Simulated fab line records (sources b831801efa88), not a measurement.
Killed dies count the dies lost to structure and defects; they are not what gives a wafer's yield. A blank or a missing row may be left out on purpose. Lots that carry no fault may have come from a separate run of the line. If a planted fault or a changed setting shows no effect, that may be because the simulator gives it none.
8D (eight disciplines) problem report, filled in by code || flow gf180mcu || the parts of the form that need people (team, actions taken, sign-off) are left out

1. THE PROBLEM
Wafers free of any fault read 1062 (standard deviation 13) for HV_LDD_2_TW at GF_HV_LDD_TW_MEAS_23, against a mean of 978 on 6 wafers of 2 lots. That is -6.5 standard deviations from the usual mean.
The first sign was on wafer L217.4 at day 15 07:37, on filmMetro-02. Wafers with a number at this step in the record: 39, from 13 lots. The rule behind "out" and "out of limits": a value lying over 4 standard deviations away from the usual mean. All remaining wafers that have a number are taken as sound.

2. WHAT IT IS AND WHAT IT IS NOT
{"question": "which readings at this step", "is": "HV_LDD_2_TW", "is not": "-"}
{"question": "which lots", "is": "L217, L218", "is not": "L202, L203, L204, L205, L206, L207, L209, L210, L214, L215, L216"}
{"question": "which wafers of those lots", "is": "all that have a number", "is not": "-"}
{"question": "read on which gauges", "is": "filmMetro-02, filmMetro-03", "is not": "filmMetro-04"}
{"question": "when", "is": "from day 15 07:37", "is not": "up to then (33 sound wafers)"}

3. SUSPECTS, AND WHAT RULES EACH OUT
Counting: a tool stays on the suspect list if, at a process step up to the reading, it processed all lots that are out and no sound lot following the first of them.
- the gauge at GF_HV_LDD_TW_MEAS_23 is ruled out. Those wafers that are out were read across 2 gauges (filmMetro-02, filmMetro-03).
- implanter-01 at GF_HV_LDD_IMPLANT_21: kept. All lots that are out passed through it, beginning with L217 at day 15 07:24, and no sound lot followed; its final sound lot before that point was L215 at day 14 14:16. Out on those wafers are its own readings of doseIonsCm2, faradayCurrentUA.
Left after counting: implanter-01 at GF_HV_LDD_IMPLANT_21.

4. THE CAUSE (what the simulator had put in)
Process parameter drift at GF_HV_LDD_IMPLANT_21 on implanter-01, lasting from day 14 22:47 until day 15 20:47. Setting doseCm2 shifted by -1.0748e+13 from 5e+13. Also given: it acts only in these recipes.
The count eliminated every tool but this one.

5. THE CHAIN OF EFFECTS, in route order
Rows list readings where the struck wafers' mean (over those with a number) sits beyond 3 standard deviations from the usual. Only readings for which the record gives a usual standard deviation are gone through. hours: the time from each lot's start at the first step in this table that gives one to its start at this step, as a median over the lots. sigmas: the change in usual standard deviations.
{"hours": 0, "step": "GF_HV_LDD_IMPLANT_21", "reading": "doseIonsCm2", "usual": 5e+13, "on struck wafers": 4e+13, "change": -1e+13, "sigmas": "-99 or more"}
{"hours": 0, "step": "GF_HV_LDD_IMPLANT_21", "reading": "faradayCurrentUA", "usual": 282, "on struck wafers": 223, "change": -59, "sigmas": -10}
{"hours": 0, "step": "GF_HV_LDD_TW_MEAS_23", "reading": "HV_LDD_2_TW", "usual": 1062, "on struck wafers": 978, "change": -84, "sigmas": -6.5}
Here are the process steps it includes:
- GF_HV_LDD_IMPLANT_21
Later measuring or inspecting steps at which every struck wafer that the step has a row for has a number for every such reading, and none has moved that far: GF_CONTACT_THK_MEAS_03.

6. WHAT WOULD HAVE CAUGHT IT SOONER
In this record the first reading out of limits at a measuring or inspecting step was taken at day 15 07:37, 9 hours after the fault began at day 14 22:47.
At GF_HV_LDD_IMPLANT_21, the tool's own readings (doseIonsCm2, faradayCurrentUA) were out on each struck wafer the step has a row for, so an alarm limit on them would have fired on the first such wafer.
Of the lots that are out (2), L218 began GF_HV_LDD_IMPLANT_21 on implanter-01 after day 15 07:37. A hold on the tool at that time would have spared it.
